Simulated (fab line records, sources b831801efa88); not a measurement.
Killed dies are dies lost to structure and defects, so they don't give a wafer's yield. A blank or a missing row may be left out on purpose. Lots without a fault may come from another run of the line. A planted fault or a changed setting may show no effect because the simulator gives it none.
Which tool did it? | flow gf180mcu | 14 lots, 42 wafers sampled, at 5 steps of a route of 602

WHAT THE GAUGES READ, wafer by wafer
GF_V4_BOW_MEAS_05. Usual: V4_BOW 135 um, standard deviation 7.9.
lot  | measured     | on            | V4_BOW (um) | flag
L266 | day 24 22:40 | film_metro-04 | 132 128 135 |
L268 | day 24 23:40 | film_metro-04 | 152 152 127 |
L269 | day 25 14:49 | film_metro-04 | 128 117 134 |
L275 | day 27 15:03 | film_metro-04 | 121 131 136 |
L276 | day 28 05:16 | film_metro-04 | 133 142 118 |
L277 | day 28 08:02 | film_metro-04 | 137 133 122 |
L278 | day 28 11:44 | film_metro-02 | 128 129 132 |
L279 | day 28 17:56 | film_metro-03 | 144 132 148 |
L281 | day 29 05:40 | film_metro-03 | 129 139 135 |
L282 | day 29 10:57 | film_metro-03 | 127 143 144 |
L283 | day 29 19:04 | film_metro-03 | 135 131 137 |
L284 | day 30 03:55 | film_metro-03 | 130 137 143 |
L285 | day 30 10:16 | film_metro-03 | 121 126 124 |
L286 | day 30 17:55 | film_metro-03 | 119 132 132 |

GF_V5_THK_MEAS_03. Usual: V5_CVD_02_THK 1455 nm, standard deviation 21.
lot  | measured     | on            | V5_CVD_02_THK (nm) | flag
L269 | day 28 06:55 | film_metro-01 | 1451 1455 1493     |
L275 | day 30 03:41 | film_metro-01 | 1445 1483 1487     |
L276 | day 30 17:19 | film_metro-04 | 1441 1451 1490     |
L277 | day 30 19:43 | film_metro-01 | 1423 1451 1451     |
L278 | day 30 23:21 | film_metro-03 | 1426 1447 1456     |
L279 | day 31 03:58 | film_metro-03 | 1417 1447 1466     |
L281 | day 31 15:50 | film_metro-04 | 1435 1471 1445     |
L282 | day 31 22:06 | film_metro-03 | 1431 1493 1437     |
L283 | day 32 03:26 | film_metro-04 | 1440 1482 1522     |
L284 | day 32 12:11 | film_metro-01 | 1438 1411 1459     |
L285 | day 32 18:01 | film_metro-03 | 1454 1427 1453     |
L286 | day 33 01:16 | film_metro-04 | 1458 1454 1491     |

WHICH TOOL RAN EACH LOT (tool, then ch and the chambers of the sampled wafers, then the start)
lot  | GF_V4_SPUTTER_22             | GF_M5_METAL_ETCH_10               | GF_M5_STRIP_11
L266 | pvd_sputter-03, day 25 20:38 | rie_metal-02 ch 0,1, day 27 15:37 | plasma_asher-04 ch 0,1, day 27 15:43
L268 | pvd_sputter-03, day 25 21:45 | rie_metal-03 ch 1, day 27 15:54   | plasma_asher-04 ch 0,1, day 27 16:05
L269 | pvd_sputter-04, day 26 12:09 | rie_metal-03 ch 0,1, day 28 06:03 | plasma_asher-04 ch 0,1, day 28 06:10
L275 | pvd_sputter-01, day 28 11:44 | rie_metal-01 ch 0,1, day 30 02:47 | plasma_asher-04 ch 0,1, day 30 02:55
L276 | pvd_sputter-03, day 29 01:14 | rie_metal-03 ch 0,1, day 30 16:22 | plasma_asher-03 ch 0,1, day 30 16:29
L277 | pvd_sputter-01, day 29 04:24 | rie_metal-01 ch 0,1, day 30 18:48 | plasma_asher-04 ch 0,1, day 30 18:57
L278 | pvd_sputter-03, day 29 07:56 | rie_metal-03 ch 0,1, day 30 22:04 | plasma_asher-03 ch 0,1, day 30 22:10
L279 | pvd_sputter-01, day 29 13:47 | rie_metal-01 ch 0,1, day 31 03:07 | plasma_asher-03 ch 0,1, day 31 03:13
L281 | pvd_sputter-04, day 30 01:32 | rie_metal-02 ch 0,1, day 31 14:54 | plasma_asher-03 ch 0, day 31 15:01
L282 | pvd_sputter-04, day 30 07:11 | rie_metal-02 ch 0, day 31 21:05   | plasma_asher-02 ch 0,1, day 31 21:17
L283 | pvd_sputter-04, day 30 14:24 | rie_metal-01 ch 1, day 32 02:28   | plasma_asher-03 ch 0,1, day 32 02:42
L284 | pvd_sputter-04, day 30 22:53 | rie_metal-03 ch 0,1, day 32 11:19 | plasma_asher-04 ch 0,1, day 32 11:26
L285 | pvd_sputter-04, day 31 05:05 | rie_metal-02 ch 0, day 32 17:00   | plasma_asher-02 ch 1, day 32 17:14
L286 | pvd_sputter-03, day 31 13:17 | rie_metal-02 ch 0, day 33 00:19   | plasma_asher-02 ch 0,1, day 33 00:30
- GF_V4_SPUTTER_22: material TiN, target thk 10 nm, time 40 s.
- GF_M5_METAL_ETCH_10: etches the open film in Cl2/BCl3, stops on SiO2, target depth 627.5 nm, time 104.6 s.
- GF_M5_STRIP_11: strips in O2/N2.

WHAT THE TOOLS THEMSELVES READ (means of the sampled wafers that have a number; where no wafer has one, the mark that the record gives instead)
GF_V4_SPUTTER_22. Usual: cathode_dc_power_W 4000.0 W, standard deviation 0.67; throttle_valve_pct 30.4 %, standard deviation 0.98.
lot  | tool           | cathode_dc_power_W (W) | throttle_valve_pct (%) | flag
L266 | pvd_sputter-03 | 4000.0                 | 29.7                   |
L268 | pvd_sputter-03 | 4000.4                 | 30.8                   |
L269 | pvd_sputter-04 | 4000.1                 | 29.6                   |
L275 | pvd_sputter-01 | 4000.2                 | 31.1                   |
L276 | pvd_sputter-03 | 4000.4                 | 30.8                   |
L277 | pvd_sputter-01 | 3999.9                 | 30.9                   |
L278 | pvd_sputter-03 | 4000.0                 | 30.4                   |
L279 | pvd_sputter-01 | 3999.6                 | 30.3                   |
L281 | pvd_sputter-04 | 3999.8                 | 30.7                   |
L282 | pvd_sputter-04 | 3999.9                 | 30.7                   |
L283 | pvd_sputter-04 | 4000.0                 | 30.8                   |
L284 | pvd_sputter-04 | 4000.2                 | 29.6                   |
L285 | pvd_sputter-04 | 4000.2                 | 29.1                   |
L286 | pvd_sputter-03 | 4000.1                 | 29.9                   |

GF_M5_METAL_ETCH_10. Usual: bcl3_flow_sccm 40.00 sccm, standard deviation 0.13; bias_w 140.0 W, standard deviation 0.37; chamber_pressure_mTorr 8.001 mTorr, standard deviation 0.0071; drypump_motor_current_A 5.7 A, standard deviation 0.39; oes_product_au 0.971 a.u., standard deviation 0.007; throttle_valve_pct 28.252 %, standard deviation 0.011.
lot  | tool         | bcl3_flow_sccm (sccm) | bias_w (W) | chamber_pressure_mTorr (mTorr) | drypump_motor_current_A (A) | oes_product_au (a.u.) | throttle_valve_pct (%) | flag
L266 | rie_metal-02 | -                     | -          | -                              | -                           | -                     | -                      | OFF
L268 | rie_metal-03 | -                     | -          | -                              | -                           | -                     | -                      | OFF
L269 | rie_metal-03 | 40.05                 | 140.3      | 8.008                          | 5.7                         | 0.971                 | 28.257                 |
L275 | rie_metal-01 | 39.98                 | 139.9      | 8.000                          | 5.4                         | 0.967                 | 28.251                 |
L276 | rie_metal-03 | 40.01                 | 140.3      | 8.002                          | 5.7                         | 0.969                 | 28.243                 |
L277 | rie_metal-01 | 40.02                 | 139.7      | 8.001                          | 5.4                         | 0.972                 | 28.256                 |
L278 | rie_metal-03 | 39.88                 | 139.7      | 7.999                          | 5.7                         | 0.977                 | 28.247                 |
L279 | rie_metal-01 | 40.12                 | 140.0      | 7.999                          | 5.4                         | 0.966                 | 28.254                 |
L281 | rie_metal-02 | 39.94                 | 139.9      | 8.001                          | 6.0                         | 0.962                 | 28.252                 |
L282 | rie_metal-02 | 40.01                 | 140.4      | 7.992                          | 5.7                         | 0.974                 | 28.258                 |
L283 | rie_metal-01 | 40.07                 | 140.0      | 8.009                          | 5.0                         | 0.973                 | 28.248                 |
L284 | rie_metal-03 | 39.97                 | 139.9      | 8.005                          | 5.7                         | 0.959                 | 28.257                 |
L285 | rie_metal-02 | 40.16                 | 139.7      | 8.001                          | 5.7                         | 0.980                 | 28.236                 |
L286 | rie_metal-02 | 40.17                 | 139.9      | 8.003                          | 5.7                         | 0.972                 | 28.251                 |

GF_M5_STRIP_11. Usual: chamber_pressure_mTorr 1499.9 mTorr, standard deviation 1.3; drypump_motor_current_A 5.5 A, standard deviation 0.44; heater_power_w 321 W, standard deviation 12; oes_product_au 0.543 a.u., standard deviation 0.0047; strip_time_to_endpoint_s 7.54 s, standard deviation 0.042.
lot  | tool            | chamber_pressure_mTorr (mTorr) | drypump_motor_current_A (A) | heater_power_w (W) | oes_product_au (a.u.) | strip_time_to_endpoint_s (s) | flag
L266 | plasma_asher-04 | 1499.5                         | 5.3                         | 318                | 0.644                 | 9.96                         | OFF
L268 | plasma_asher-04 | 1500.1                         | 5.3                         | 313                | 0.642                 | 9.97                         | OFF
L269 | plasma_asher-04 | 1499.5                         | 5.0                         | 317                | 0.545                 | 7.54                         |
L275 | plasma_asher-04 | 1498.9                         | 5.3                         | 314                | 0.543                 | 7.56                         |
L276 | plasma_asher-03 | 1499.9                         | 5.9                         | 326                | 0.540                 | 7.49                         |
L277 | plasma_asher-04 | 1500.4                         | 5.0                         | 312                | 0.538                 | 7.53                         |
L278 | plasma_asher-03 | 1499.8                         | 5.7                         | 333                | 0.542                 | 7.54                         |
L279 | plasma_asher-03 | 1499.6                         | 5.7                         | 338                | 0.543                 | 7.54                         |
L281 | plasma_asher-03 | 1500.8                         | 6.0                         | 318                | 0.541                 | 7.49                         |
L282 | plasma_asher-02 | 1500.9                         | 5.8                         | 318                | 0.546                 | 7.51                         |
L283 | plasma_asher-03 | 1498.9                         | 5.9                         | 333                | 0.547                 | 7.62                         |
L284 | plasma_asher-04 | 1499.9                         | 5.3                         | 311                | 0.544                 | 7.53                         |
L285 | plasma_asher-02 | 1501.2                         | 6.0                         | 312                | 0.546                 | 7.52                         |
L286 | plasma_asher-02 | 1499.0                         | 5.6                         | 319                | 0.543                 | 7.54                         |

THE ANSWER, worked out from the rows above alone
Rule: a lot is off if the mean of its wafers that have a number lies more than 3 standard deviations from the usual mean. A lot without any number at a reading at which 4 lots or more have one is off too. The other lots that the step has rows for count as sound. The gauges are gone through in route order, then the tools' own readings, and for those a lot's mean is taken as printed above. The first step at which some lot is off is used, and at that step the reading that is off furthest; a lot without a number counts as furthest.
Off: L266, L268, at GF_M5_METAL_ETCH_10 (bcl3_flow_sccm). Without a number there: L266, L268.
A tool fits if, at that step or a process step before it, it ran every lot that is off, and no sound lot after the first of them. None of those tried fits.

WHAT THE SIMULATOR HAD PUT IN
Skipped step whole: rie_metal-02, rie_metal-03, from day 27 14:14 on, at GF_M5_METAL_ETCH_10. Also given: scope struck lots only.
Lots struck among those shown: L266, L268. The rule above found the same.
